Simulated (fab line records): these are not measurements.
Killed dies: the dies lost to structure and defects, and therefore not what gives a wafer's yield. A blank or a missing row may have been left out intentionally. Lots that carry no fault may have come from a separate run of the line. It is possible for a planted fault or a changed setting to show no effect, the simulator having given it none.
fab line records	flow sky130
record lots=6	wafers=18	last_day=49
route steps=708 shown CAP2M@604 METAL4@621 PAD_OPEN@708
lots untouched by any fault: they come from a run of this same line in which no faults occurred
start_h: hours from the record's first day to the start of the lot's first wafer shown	wait_h: hours from the lot's prior step to this one	" as in the row above	L1.1+2: one row covering several wafers at once	- no value present, or no start provided	* or withheld: withheld	< > ~ a bound
route shown NAME@n: names a module that has steps shown in the file, with the first one's number in the route	usual: mean/standard deviation taken from wafers without a fault	same: alike in all rows	chamber/n: place in a boat	sites: per-site readings	_std_site: standard deviation across them	_edge_site: the outer-site mean with the inner-site mean subtracted	radius_mm: for every site, how far away it sits from the centre of the wafer	mask NAME#n: copy n	behind: the last tool/chamber to shape the wafer	hold: why the lot went on hold/how many hours it stayed there/how the hold came to an end	device: the transistor (n, p or np) that didn't switch	end of line: tests run on the same wafers once the route is complete	step lacking rows: just its recipe	killed: not the wafer's yield, but the dies lost to structure and defects at the first sort	map: per-die view of a wafer (x killed, . not killed, _ where there is no die)
set.NAME: setting as actually run; set.NAME@STEP: the setting as run at that earlier step	model.NAME: the simulator's own value behind a step, which no gauge read
certain route steps with their lots: each step a table, each wafer a row
services: when a tool's chamber went out of use (start_h, in hours from the record's first day, below 0 if earlier), for how many hours, and the reason
## steps
# step SKY_CAP2M_THK_MEAS_01
# recipe reads=SiO2_of_CAP2M_CVD_00
# usual CAP2M_CVD_00_THK=15.57/0.23
lot.wafer	tool	chamber	start_h	wait_h	CAP2M_CVD_00_THK[nm]
L851.1	film_metro-03	-	920.12	-	15.33
L851.3	"	-	"	"	15.27
L851.6	"	-	"	"	15.60
L855.4	film_metro-03	-	950.66	-	15.80
L855.5	"	-	"	"	15.48
L855.6	"	-	"	"	15.70
L861.2	film_metro-03	-	998.84	-	15.63
L861.5	"	-	"	"	15.73
L861.6	"	-	"	"	15.71
L864.2	film_metro-02	-	1022.55	-	15.29
L864.4	"	-	"	"	15.53
L864.5	"	-	"	"	15.49
L866.2	film_metro-04	-	1029.34	-	15.38
L866.3	"	-	"	"	15.44
L866.4	"	-	"	"	15.67
L871.3	film_metro-02	-	1063.60	-	15.70
L871.5	"	-	"	"	15.75
L871.6	"	-	"	"	15.69
# step SKY_CAP2M_SPUTTER_02
# recipe material=TiN	target_thk_nm=200	temp_c=300	power_w=6500	time_s=166.7	chamber_pressure_pa=0.4
# usual chamber_pressure_pa=0.3999/0.00077	throttle_valve_pct=30.5/0.86
lot.wafer	tool	chamber	start_h	wait_h	chamber_pressure_pa	throttle_valve_pct
L851.1	pvd_sputter-01	-	920.18	0.1	0.3993	30.0
L851.3	"	-	"	"	0.4012	31.8
L851.6	"	-	"	"	0.3996	30.2
L855.4	pvd_sputter-01	-	950.69	0.0	0.4000	31.1
L855.5	"	-	"	"	0.3996	30.4
L855.6	"	-	"	"	0.3992	29.1
L861.2	pvd_sputter-03	-	998.89	0.0	0.4002	31.0
L861.5	"	-	"	"	0.4000	29.4
L861.6	"	-	"	"	0.3994	31.4
L864.2	pvd_sputter-04	-	1022.60	0.0	0.4006	30.4
L864.4	"	-	"	"	0.3999	31.0
L864.5	"	-	"	"	0.4003	31.3
L866.2	pvd_sputter-01	-	1029.39	0.0	0.3998	30.7
L866.3	"	-	"	"	0.3991	30.4
L866.4	"	-	"	"	0.4003	29.3
L871.3	pvd_sputter-01	-	1063.64	0.0	0.3991	30.5
L871.5	"	-	"	"	0.4000	30.9
L871.6	"	-	"	"	0.3993	30.2
# step SKY_CAP2M_RS_MEAS_03
# recipe thk_meas_gauge=four-point-probe	reads=TiN_of_CAP2M_SPUTTER_02
# usual CAP2M_TIN_RS=6.90/0.064
lot.wafer	tool	chamber	start_h	wait_h	CAP2M_TIN_RS[ohm/sq]
L851.1	film_metro-03	-	920.28	0.1	6.81
L851.3	"	-	"	"	6.82
L851.6	"	-	"	"	6.86
L855.4	film_metro-02	-	950.86	0.1	6.81
L855.5	"	-	"	"	6.81
L855.6	"	-	"	"	6.88
L861.2	film_metro-04	-	999.02	0.1	6.98
L861.5	"	-	"	"	6.96
L861.6	"	-	"	"	6.97
L864.2	film_metro-04	-	1022.73	0.1	6.96
L864.4	"	-	"	"	7.06
L864.5	"	-	"	"	6.97
L866.2	film_metro-02	-	1029.52	0.1	6.97
L866.3	"	-	"	"	6.95
L866.4	"	-	"	"	6.92
L871.3	film_metro-04	-	1063.79	0.1	6.83
L871.5	"	-	"	"	6.82
L871.6	"	-	"	"	6.77
# step SKY_CAP2M_THK_MEAS_04
# recipe thk_meas_gauge=xrf	reads=TiN_of_CAP2M_SPUTTER_02
# usual CAP2M_TIN_THK=203.7/2.1
lot.wafer	tool	chamber	start_h	wait_h	CAP2M_TIN_THK[nm]
L851.1	film_metro-03	-	920.40	0.1	206.7
L851.3	"	-	"	"	206.0
L851.6	"	-	"	"	204.7
L855.4	film_metro-02	-	950.95	0.1	207.6
L855.5	"	-	"	"	207.8
L855.6	"	-	"	"	206.4
L861.2	film_metro-04	-	999.13	0.1	201.3
L861.5	"	-	"	"	201.7
L861.6	"	-	"	"	200.9
L864.2	film_metro-04	-	1022.84	0.1	202.1
L864.4	"	-	"	"	199.5
L864.5	"	-	"	"	201.6
L866.2	film_metro-02	-	1029.63	0.1	202.7
L866.3	"	-	"	"	203.9
L866.4	"	-	"	"	203.8
L871.3	film_metro-04	-	1063.89	0.1	205.4
L871.5	"	-	"	"	205.9
L871.6	"	-	"	"	207.2
# step SKY_CAP2M_DEHYDRATE_05
# recipe temp_c=200	time_s=60
# step SKY_CAP2M_HMDS_06
# recipe prime_time_s=60	prime_temp_c=120
# step SKY_CAP2M_COAT_07
# recipe resist=NOVOLAK	spin_rpm=3000	resist_thk_nm=1140
# step SKY_CAP2M_SOFTBAKE_08
# recipe temp_c=90	time_s=60	resist=NOVOLAK
# step SKY_CAP2M_EXPOSE_09
# recipe mask_id=CAP2M	na=0.6	source_shape=conventional	sigma_outer=0.6	polarization=unpolarized	target_cd_nm=1000	dose_mj=159
# step SKY_CAP2M_PEB_10
# recipe temp_c=withheld	time_s=*	resist=NOVOLAK
# step SKY_CAP2M_DEVELOP_11
# recipe resist=NOVOLAK	developer=TMAH	develop_time_s=60	dev_temp_c=23
# step SKY_CAP2M_OVL_MEAS_12
# usual CAP2M_OVL=-1.2/1.4
lot.wafer	tool	chamber	start_h	wait_h	CAP2M_OVL[nm]
L851.1	overlay-01	-	944.40	0.1	-0.7
L851.3	"	-	"	"	-0.9
L851.6	"	-	"	"	-0.3
L855.4	overlay-01	-	974.59	0.1	1.1
L855.5	"	-	"	"	-0.9
L855.6	"	-	"	"	-0.1
L861.2	overlay-02	-	1021.68	0.1	-4.7
L861.5	"	-	"	"	-3.2
L861.6	"	-	"	"	-0.2
L864.2	overlay-01	-	1044.96	0.1	-2.9
L864.4	"	-	"	"	-2.0
L864.5	"	-	"	"	-1.9
L866.2	overlay-01	-	1051.36	0.1	-0.9
L866.3	"	-	"	"	-0.5
L866.4	"	-	"	"	-1.1
L871.3	overlay-01	-	1084.51	0.1	-1.4
L871.5	"	-	"	"	-2.5
L871.6	"	-	"	"	-2.7
# step SKY_CAP2M_METAL_ETCH_13
# recipe target_depth_nm=220	stop_on=SiO2	chemistry=Cl2/BCl3	target=TiN	pressure_mtorr=10	icp_w=900	bias_w=48.5	Cl2_flow_sccm=60	bcl3_flow_sccm=30	time_s=62.9
# usual bias_w=48.50/0.14	drypump_motor_current_A=5.7/0.36	oes_product_au=0.942/0.0066	rf_fwd_power_W=891/3.3	throttle_valve_pct=21.900/0.0097
lot.wafer	tool	chamber	start_h	wait_h	bias_w	drypump_motor_current_A	oes_product_au	rf_fwd_power_W	rf_hours_counter_h	throttle_valve_pct	model.SiO2_of_CAP2M_CVD_00.thk_nm
L851.1	rie_metal-04	0	944.44	0.0	48.45	5.7	0.948	891	0	21.905	15.27
L851.3	"	0	"	"	48.51	5.7	0.945	892	-	21.890	15.24
L851.6	"	0	"	"	48.40	5.7	0.943	892	-	21.909	15.59
L855.4	rie_metal-03	1	974.63	0.0	48.49	5.9	0.952	891	-	21.903	15.81
L855.5	"	1	"	"	48.59	5.9	0.944	893	-	21.895	15.51
L855.6	"	0	"	"	48.39	5.3	0.942	896	-	21.892	15.7
L861.2	rie_metal-01	0	1021.71	0.0	48.48	5.5	0.934	895	5	21.905	15.61
L861.5	"	0	"	"	48.85	5.5	0.947	894	-	21.915	15.74
L861.6	"	1	"	"	48.44	6.0	0.941	891	-	21.902	15.74
L864.2	rie_metal-03	1	1044.99	0.0	50.06	5.9	0.931	888	20	21.909	14.89
L864.4	"	1	"	"	50.25	5.9	0.934	893	-	21.902	15.18
L864.5	"	0	"	"	49.96	5.2	0.932	891	-	21.913	15.1
L866.2	rie_metal-03	0	1051.39	0.0	50.01	5.3	0.934	892	19	21.918	15.01
L866.3	"	0	"	"	49.92	5.3	0.941	894	-	21.906	15.05
L866.4	"	1	"	"	50.16	5.9	0.942	889	-	21.903	15.22
L871.3	rie_metal-01	0	1084.56	0.0	48.48	5.5	0.944	898	-	21.897	15.71
L871.5	"	0	"	"	48.63	5.5	0.946	895	-	21.886	15.71
L871.6	"	1	"	"	48.17	6.0	0.956	886	-	21.893	15.66
# step SKY_CAP2M_STRIP_14
# recipe chemistry=O2/N2	power_w=1400	pressure_mtorr=1500	platen_temp_c=withheld	o2_flow_sccm=2858	n2_flow_sccm=300	overash_fraction=0.5
# usual drypump_motor_current_A=5.9/0.39	oes_product_au=0.709/0.0042	strip_time_to_endpoint_s=12.70/0.045
lot.wafer	tool	chamber	start_h	wait_h	drypump_motor_current_A	oes_product_au	rf_hours_counter_h	strip_time_to_endpoint_s
L851.1	plasma_asher-01	0	944.52	0.1	5.8	0.716	57	12.59
L851.3	"	1	"	"	5.9	0.703	-	12.58
L851.6	"	1	"	"	5.9	0.715	-	12.61
L855.4	plasma_asher-01	1	974.72	0.1	5.9	0.705	-	12.74
L855.5	"	1	"	"	5.9	0.709	-	12.73
L855.6	"	0	"	"	5.8	0.707	-	12.74
L861.2	plasma_asher-01	1	1021.79	0.1	5.9	0.707	65	12.77
L861.5	"	0	"	"	5.7	0.709	-	12.68
L861.6	"	1	"	"	5.9	0.710	-	12.73
L864.2	plasma_asher-01	0	1045.07	0.1	5.8	0.709	67	12.67
L864.4	"	1	"	"	5.9	0.706	-	12.69
L864.5	"	0	"	"	5.8	0.704	-	12.65
L866.2	plasma_asher-02	1	1051.47	0.1	5.6	0.713	83	12.70
L866.3	"	0	"	"	5.4	0.705	-	12.75
L866.4	"	1	"	"	5.7	0.720	-	12.71
L871.3	plasma_asher-01	0	1084.65	0.1	5.7	0.713	-	12.62
L871.5	"	1	"	"	5.9	0.706	-	12.69
L871.6	"	0	"	"	5.7	0.710	-	12.62
# step SKY_CAP2M_STRIP_15
# recipe chemistry=post_etch_residue_remover	time_s=1200	temp_c=72.5
# step SKY_CAP2M_CLEAN_16
# recipe chemistry=IPA	time_s=180	temp_c=25
# step SKY_CAP2M_CLEAN_17
# recipe chemistry=O3/DIW	dry=n2_spin
# step SKY_METAL4_DEHYDRATE_05
# recipe temp_c=200	time_s=60
# step SKY_METAL4_HMDS_06
# recipe prime_time_s=60	prime_temp_c=120
# step SKY_METAL4_COAT_07
# recipe resist=BARC	temp_c=withheld	time_s=withheld	spin_rpm=3000	resist_thk_nm=60
# step SKY_METAL4_COAT_08
# recipe resist=KrF-thick	spin_rpm=3000	resist_thk_nm=1140
# step SKY_METAL4_SOFTBAKE_09
# recipe temp_c=100	time_s=90	resist=KrF-thick
# step SKY_METAL4_EXPOSE_10
# recipe mask_id=MM4	na=0.68	source_shape=annular	sigma_inner=0.4	sigma_outer=0.8	target_cd_nm=300	dose_mj=28
# step SKY_METAL4_PEB_11
# recipe peb_temp_c=withheld	peb_time_s=withheld	resist=KrF-thick
# step SKY_METAL4_DEVELOP_12
# recipe develop_time_s=60	resist=KrF-thick	dev_temp_c=21
# step SKY_METAL4_CD_MEAS_13
# recipe target_cd_nm=300
# usual cd_nm=299.8/1.1
lot.wafer	tool	chamber	start_h	wait_h	cd_nm
L851.1	cd_sem-01	-	969.44	-	299.3
L851.3	"	-	"	"	300.7
L851.6	"	-	"	"	301.3
L855.4	cd_sem-01	-	998.96	-	298.3
L855.5	"	-	"	"	299.6
L855.6	"	-	"	"	299.1
L861.2	cd_sem-01	-	1044.67	-	300.6
L861.5	"	-	"	"	300.0
L861.6	"	-	"	"	301.1
L864.2	cd_sem-01	-	1067.19	-	299.8
L864.4	"	-	"	"	299.9
L864.5	"	-	"	"	301.3
L866.2	cd_sem-01	-	1072.81	-	297.8
L866.3	"	-	"	"	297.9
L866.4	"	-	"	"	298.5
L871.3	cd_sem-01	-	1105.16	-	299.7
L871.5	"	-	"	"	299.4
L871.6	"	-	"	"	300.8
# step SKY_METAL4_OVL_MEAS_14
# usual METAL4_OVL=0/5.6
lot.wafer	tool	chamber	start_h	wait_h	METAL4_OVL[nm]
L851.1	overlay-01	-	969.56	0.1	-9
L851.3	"	-	"	"	1
L851.6	"	-	"	"	-3
L855.4	overlay-02	-	999.04	0.1	4
L855.5	"	-	"	"	-5
L855.6	"	-	"	"	-5
L861.2	overlay-02	-	1044.78	0.1	0
L861.5	"	-	"	"	8
L861.6	"	-	"	"	0
L864.2	overlay-01	-	1067.30	0.1	-5
L864.4	"	-	"	"	2
L864.5	"	-	"	"	10
L866.2	overlay-02	-	1072.92	0.1	-2
L866.3	"	-	"	"	-4
L866.4	"	-	"	"	2
L871.3	overlay-01	-	1105.25	0.1	12
L871.5	"	-	"	"	12
L871.6	"	-	"	"	8
# step SKY_METAL4_DESCUM_15
# recipe chemistry=O2	source_power_w=150	bias_power_w=0	pressure_mtorr=10	temp_c=40	time_s=8
# usual drypump_motor_current_A=5.7/0.37	oes_product_au=0.995/0.0071	rf_fwd_power_W=147.0/0.77
lot.wafer	tool	chamber	start_h	wait_h	drypump_motor_current_A	oes_product_au	rf_fwd_power_W	rf_hours_counter_h
L851.1	rie_metal-03	1	969.60	0.0	5.9	0.984	145.7	16
L851.3	"	1	"	"	5.9	0.990	146.2	-
L851.6	"	0	"	"	5.2	0.997	146.9	-
L855.4	rie_metal-02	0	999.07	0.0	5.3	0.994	147.4	-
L855.5	"	1	"	"	5.6	1.002	146.9	-
L855.6	"	0	"	"	5.3	1.001	147.9	-
L861.2	rie_metal-04	1	1044.81	0.0	6.4	1.003	146.2	12
L861.5	"	1	"	"	6.4	1.001	147.0	-
L861.6	"	0	"	"	5.7	1.002	146.1	-
L864.2	rie_metal-02	0	1067.33	0.0	5.3	1.000	147.5	16
L864.4	"	0	"	"	5.3	0.999	147.6	-
L864.5	"	0	"	"	5.3	0.993	147.5	-
L866.2	rie_metal-02	0	1072.95	0.0	5.3	0.994	148.3	16
L866.3	"	1	"	"	5.6	0.992	147.0	-
L866.4	"	0	"	"	5.3	0.998	147.9	-
L871.3	rie_metal-03	1	1105.29	0.0	5.9	0.996	146.1	-
L871.5	"	0	"	"	5.2	0.998	146.8	-
L871.6	"	1	"	"	5.9	0.995	146.4	-
# step SKY_METAL4_ETCH_16
# recipe chemistry=N2/H2	target=BARC	ion_energy_ev=200	bias_w=100	pressure_mtorr=30	n2_flow_sccm=100	h2_flow_sccm=200	icp_w=500	stop_on=SiO2	time_s=88.2	target_depth_a=600
# usual bias_w=100.02/0.28	drypump_motor_current_A=5.7/0.37	oes_product_au=0.625/0.0043	rf_fwd_power_W=496.7/1.7	throttle_valve_pct=13.205/0.0093
lot.wafer	tool	chamber	start_h	wait_h	bias_w	drypump_motor_current_A	oes_product_au	rf_fwd_power_W	rf_hours_counter_h	throttle_valve_pct
L851.1	rie_metal-03	1	969.63	0.0	99.89	5.9	0.621	494.8	16	13.214
L851.3	"	1	"	"	100.13	5.9	0.626	495.1	-	13.202
L851.6	"	0	"	"	99.79	5.3	0.626	494.8	-	13.199
L855.4	rie_metal-02	0	999.12	0.0	99.65	5.3	0.619	496.0	-	13.208
L855.5	"	1	"	"	100.61	5.6	0.623	498.7	-	13.196
L855.6	"	0	"	"	100.20	5.3	0.632	495.7	-	13.191
L861.2	rie_metal-04	1	1044.84	0.0	99.94	6.4	0.627	495.6	12	13.199
L861.5	"	1	"	"	100.19	6.4	0.621	496.0	-	13.212
L861.6	"	0	"	"	100.34	5.7	0.618	498.4	-	13.207
L864.2	rie_metal-02	0	1067.36	0.0	99.30	5.3	0.627	499.3	16	13.208
L864.4	"	0	"	"	100.11	5.3	0.623	498.9	-	13.220
L864.5	"	0	"	"	99.66	5.3	0.623	496.9	-	13.209
L866.2	rie_metal-02	0	1072.98	0.0	100.30	5.3	0.626	500.2	16	13.219
L866.3	"	1	"	"	99.85	5.6	0.626	494.8	-	13.210
L866.4	"	0	"	"	100.06	5.3	0.623	498.4	-	13.209
L871.3	rie_metal-03	1	1105.34	0.0	100.19	5.9	0.627	492.9	-	13.209
L871.5	"	0	"	"	100.13	5.3	0.623	496.7	-	13.181
L871.6	"	1	"	"	99.96	5.9	0.624	494.3	-	13.202
# step SKY_METAL4_ETCH_17
# recipe target=SiO2	stop_on=TiN	chemistry=C4F8/O2/Ar	source_w=1500	bias_w=1200	pressure_mtorr=40	c4f8_flow_sccm=withheld	O2_flow_sccm=6	Ar_flow_sccm=300	time_s=3.9	target_depth_a=150
# usual bias_w=1200/3.6	oes_product_au=0.756/0.0078	rf_fwd_power_W=1471/8.1
lot.wafer	tool	chamber	start_h	wait_h	bias_w	oes_product_au	rf_fwd_power_W	rf_hours_counter_h	model.etch.depth_nm
L851.1	rie_diel-02	0	969.73	0.1	1199	0.753	1461	8	15.27
L851.3	"	3	"	"	1202	0.749	1471	16	15.24
L851.6	"	2	"	"	1201	0.756	1484	-	15.59
L855.4	rie_diel-01	2	999.19	0.0	1201	0.761	1466	21	15.81
L855.5	"	0	"	"	1196	0.751	1466	-	15.51
L855.6	"	1	"	"	1202	0.761	1460	-	15.7
L861.2	rie_diel-02	3	1044.94	0.1	1201	0.760	1484	18	15.61
L861.5	"	0	"	"	1198	0.759	1468	-	15.74
L861.6	"	3	"	"	1201	0.756	1480	-	15.74
L864.2	rie_diel-02	3	1067.46	0.1	1198	0.739	1488	19	14.89
L864.4	"	2	"	"	1200	0.742	1490	14	15.18
L864.5	"	1	"	"	1203	0.748	1464	-	15.1
L866.2	rie_diel-02	3	1073.08	0.1	1193	0.746	1473	19	15.01
L866.3	"	1	"	"	1204	0.745	1465	14	15.05
L866.4	"	2	"	"	1201	0.749	1476	14	15.22
L871.3	rie_diel-03	2	1105.41	0.0	1205	0.760	1467	3	15.71
L871.5	"	1	"	"	1197	0.762	1472	-	15.71
L871.6	"	2	"	"	1200	0.754	1468	-	15.66
# step SKY_METAL4_METAL_ETCH_18
# recipe target_depth_a=8450	stop_on=SiO2	over_etch_frac=0.3	time_s=183.1	chemistry=Cl2/BCl3	resist_sidewall_deg=88	pressure_mtorr=10	icp_w=900	bias_w=48.5	Cl2_flow_sccm=60	bcl3_flow_sccm=30
# usual bias_w=48.50/0.16	drypump_motor_current_A=5.7/0.41	oes_product_au=0.865/0.0061	rf_fwd_power_W=897.0/2.8	throttle_valve_pct=22.266/0.0093
lot.wafer	tool	chamber	start_h	wait_h	bias_w	drypump_motor_current_A	oes_product_au	rf_fwd_power_W	rf_hours_counter_h	throttle_valve_pct
L851.1	rie_metal-04	0	969.74	0.0	48.57	5.7	0.874	895.6	1	22.277
L851.3	"	0	"	"	48.39	5.7	0.869	898.9	-	22.262
L851.6	"	0	"	"	48.40	5.7	0.866	895.3	-	22.276
L855.4	rie_metal-03	0	999.27	0.1	48.62	5.3	0.866	897.1	-	22.270
L855.5	"	0	"	"	48.82	5.3	0.865	898.3	-	22.267
L855.6	"	1	"	"	48.57	5.9	0.871	896.3	-	22.250
L861.2	rie_metal-02	0	1044.96	0.0	48.42	5.3	0.859	900.7	14	22.281
L861.5	"	0	"	"	48.35	5.3	0.871	899.2	-	22.246
L861.6	"	1	"	"	48.50	5.6	0.857	894.9	-	22.260
L864.2	rie_metal-04	0	1067.48	0.0	48.60	5.7	0.868	892.5	8	22.278
L864.4	"	1	"	"	48.70	6.4	0.868	895.6	-	22.270
L864.5	"	0	"	"	48.71	5.7	0.861	898.0	-	22.259
L866.2	rie_metal-04	1	1073.10	0.0	48.57	6.4	0.871	896.3	15	22.274
L866.3	"	0	"	"	48.37	5.7	0.869	895.2	-	22.260
L866.4	"	1	"	"	48.30	6.4	0.867	898.7	-	22.258
L871.3	rie_metal-02	0	1105.49	0.1	48.56	5.3	0.864	898.2	-	22.269
L871.5	"	0	"	"	48.31	5.3	0.868	898.4	-	22.279
L871.6	"	1	"	"	48.48	5.6	0.857	898.6	-	22.262
# step SKY_PAD_OPEN_PROBE_99
# usual defect_limited_yield=82.6/1.9	killed_at_M0_to_M3=43/6.5	killed_at_M4_up=3.2/1.8	killed_at_contacts=24/5	killed_at_front_end=15/4.1	killed_at_other=0.3/0.54	killed_dies=85/9.3	killed_open=47/7.2	killed_short=39/5.9	sort_bin_3_pad_short=0.9/0.4	sort_bin_5_function=10.3/1.5	sort_bin_6_memory=6.2/1.2	sort_n_pass=407/9.3	sort_yield_pct=82.6/1.9
# same gross_dies=492	killed_at_back_side=0	sort_bin_4_leakage[%]=0	sort_bin_8_speed[%]=0
lot.wafer	tool	chamber	start_h	wait_h	defect_limited_yield[%]	killed_at_M0_to_M3	killed_at_M4_up	killed_at_contacts	killed_at_front_end	killed_at_other	killed_dies	killed_open	killed_short	sort_bin_3_pad_short[%]	sort_bin_5_function[%]	sort_bin_6_memory[%]	sort_n_pass	sort_yield_pct[%]
L851.1	prober-02	-	1065.38	0.1	83.5	36	3	19	23	0	81	42	38	0.6	9.3	6.5	411	83.5
L851.3	prober-02	-	1065.48	0.2	86.2	36	2	16	14	0	68	39	28	0.8	8.5	4.5	424	86.2
L851.6	prober-02	-	1065.63	0.2	82.7	37	4	27	16	1	85	48	35	0.8	11.0	5.5	407	82.7
L855.4	prober-02	-	1092.11	0.2	79.1	49	1	26	27	0	103	68	35	1.0	12.0	7.9	389	79.1
L855.5	prober-02	-	1092.16	0.2	83.5	44	2	19	16	0	81	47	34	0.4	8.9	7.1	411	83.5
L855.6	prober-02	-	1092.21	0.2	82.9	43	1	29	11	0	84	52	31	1.4	9.8	5.9	408	82.9
L864.2	prober-01	-	1152.51	0.1	82.5	49	2	18	17	0	86	46	40	1.0	11.4	5.1	406	82.5
L864.4	prober-01	-	1152.61	0.2	81.1	43	4	29	16	1	93	41	51	1.0	11.6	6.3	399	81.1
L864.5	prober-01	-	1152.66	0.2	78.7	54	2	25	24	0	105	49	56	0.6	13.6	7.1	387	78.7
L866.2	prober-02	-	1157.66	0.1	87.2	31	2	22	8	0	63	33	30	0.6	7.1	5.1	429	87.2
L866.3	prober-02	-	1157.71	0.2	81.3	39	2	32	19	0	92	56	36	1.0	12.0	5.7	400	81.3
L866.4	prober-02	-	1157.76	0.2	84.6	39	4	18	15	0	76	38	38	0.4	9.3	5.7	416	84.6
# killed by level:class
L851.1 VIA1:geometric_particle:open=8 CONTACT:geometric_particle:open=7 POLY_GATE:geometric_particle:short=6 POLY_GATE:geometric_particle:open=6 FIELD_ISO:geometric_particle:open=5 LI_CONTACT:geometric_particle:short=4 METAL1:geometric_particle:open=4 METAL1:geometric_particle:short=4
L851.3 CONTACT:geometric_particle:open=9 VIA1:geometric_particle:open=8 VIA2:geometric_particle:open=7 METAL1:geometric_particle:short=6 VIA3:geometric_particle:open=5 FIELD_ISO:geometric_particle:short=4 LI_CONTACT:geometric_particle:open=4 METAL2:geometric_particle:short=4
L851.6 CONTACT:geometric_particle:open=13 VIA1:geometric_particle:open=10 METAL1:geometric_particle:short=7 VIA2:geometric_particle:open=6 LI_CONTACT:geometric_particle:open=6 POLY_GATE:geometric_particle:open=5 METAL2:geometric_particle:short=4 METAL4:geometric_particle:short=4
L855.4 CONTACT:geometric_particle:open=12 VIA2:geometric_particle:open=12 VIA1:geometric_particle:open=10 VIA3:geometric_particle:open=9 FIELD_ISO:geometric_particle:short=7 POLY_GATE:geometric_particle:open=7 FIELD_ISO:geometric_particle:open=6 LOCAL_INTERCONNECT:geometric_particle:short=5
L855.5 VIA1:geometric_particle:open=12 LI_CONTACT:geometric_particle:open=6 CONTACT:geometric_particle:short=6 METAL2:geometric_particle:short=5 POLY_GATE:geometric_particle:open=5 POLY_GATE:geometric_particle:short=5 CONTACT:geometric_particle:open=5 VIA2:geometric_particle:open=5
L855.6 CONTACT:geometric_particle:open=14 VIA3:geometric_particle:open=11 LI_CONTACT:geometric_particle:open=8 VIA1:geometric_particle:open=8 METAL2:geometric_particle:short=5 VIA2:geometric_particle:short=5 VIA1:geometric_particle:short=4 VIA2:geometric_particle:open=4
L864.2 METAL1:geometric_particle:short=10 VIA2:geometric_particle:open=8 CONTACT:geometric_particle:open=8 VIA1:geometric_particle:open=7 VIA3:geometric_particle:open=6 FIELD_ISO:geometric_particle:open=5 POLY_GATE:geometric_particle:short=5 POLY_GATE:geometric_particle:open=4
L864.4 CONTACT:geometric_particle:short=9 LOCAL_INTERCONNECT:geometric_particle:short=8 LI_CONTACT:geometric_particle:open=6 CONTACT:geometric_particle:open=6 VIA1:geometric_particle:open=6 VIA2:geometric_particle:open=6 METAL3:geometric_particle:short=6 POLY_GATE:geometric_particle:open=5
L864.5 VIA2:geometric_particle:open=10 CONTACT:geometric_particle:open=8 VIA1:geometric_particle:open=8 METAL1:geometric_particle:short=7 METAL2:geometric_particle:short=6 CONTACT:geometric_particle:short=6 VIA1:geometric_particle:short=6 FIELD_ISO:geometric_particle:open=5
L866.2 VIA1:geometric_particle:open=9 CONTACT:geometric_particle:open=8 LI_CONTACT:geometric_particle:open=6 LI_CONTACT:geometric_particle:short=4 VIA1:geometric_particle:short=4 METAL1:geometric_particle:short=4 VIA2:geometric_particle:open=4 METAL2:geometric_particle:short=3
L866.3 CONTACT:geometric_particle:open=11 LI_CONTACT:geometric_particle:open=9 VIA1:geometric_particle:open=9 FIELD_ISO:geometric_particle:open=8 VIA3:geometric_particle:open=7 LI_CONTACT:geometric_particle:short=6 VIA3:geometric_particle:short=5 METAL2:geometric_particle:short=5
L866.4 VIA3:geometric_particle:open=6 CONTACT:geometric_particle:open=6 VIA2:geometric_particle:open=6 VIA1:geometric_particle:open=5 METAL1:geometric_particle:short=5 FIELD_ISO:geometric_particle:open=4 POLY_GATE:geometric_particle:short=4 VIA1:geometric_particle:short=4
## services
tool	chamber	start_h	hours	kind
rie_metal-02	1	903.83	13.9	repair
rie_diel-01	3	924.05	4.1	repair
pvd_sputter-01	-	930.89	0.5	repair
rie_metal-03	-	941.99	1.4	pm
rie_diel-01	3	951.06	4.3	repair
rie_metal-03	-	951.21	4.3	pm
plasma_asher-02	-	972.14	2.8	pm
rie_diel-01	3	972.41	4.2	repair
rie_diel-01	-	975.29	4.3	pm
rie_metal-02	1	985.15	4.3	repair
rie_diel-02	3	986.46	13.8	repair
pvd_sputter-04	-	1001.93	8.5	repair
rie_diel-01	3	1010.58	3.6	repair
rie_diel-02	0	1011.24	6.9	repair
rie_diel-01	2	1031.23	9.3	repair
plasma_asher-01	-	1040.34	2.0	repair
rie_diel-02	-	1047.55	0.1	repair
pvd_sputter-04	-	1049.64	4.0	repair
rie_diel-03	3	1049.68	1.5	repair
rie_metal-01	1	1059.29	1.3	repair
rie_diel-02	-	1081.56	4.1	repair
rie_diel-02	0	1092.37	3.5	repair
pvd_sputter-01	-	1094.35	1.6	repair
rie_metal-02	-	1104.46	0.9	repair
## key
first_sign step=SKY_CAP2M_METAL_ETCH_13	reading=bias_w	direction=up	sigmas=11	usual=48.50	struck=50.06
effect none on later readings
model_effect step=SKY_CAP2M_METAL_ETCH_13	value=SiO2_of_CAP2M_CVD_00.thk_nm	without=15.45	struck=15.07
model_effect step=SKY_METAL4_ETCH_17	value=etch.depth_nm	without=15.45	struck=15.07
met_at SKY_CAP2M_METAL_ETCH_13
struck_wafers L864.2,L864.4,L864.5,L866.2,L866.3,L866.4
onset_between 974.63 1044.99
fault kind=process_parameter_drift	tool=rie_metal-03	chamber=-	onset_h=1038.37	steps=SKY_CAP2M_METAL_ETCH_13	channel=bias_w	offset=1.6786	shape=step	end_h=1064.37	acts_in=these_recipes_only	stated=48.5
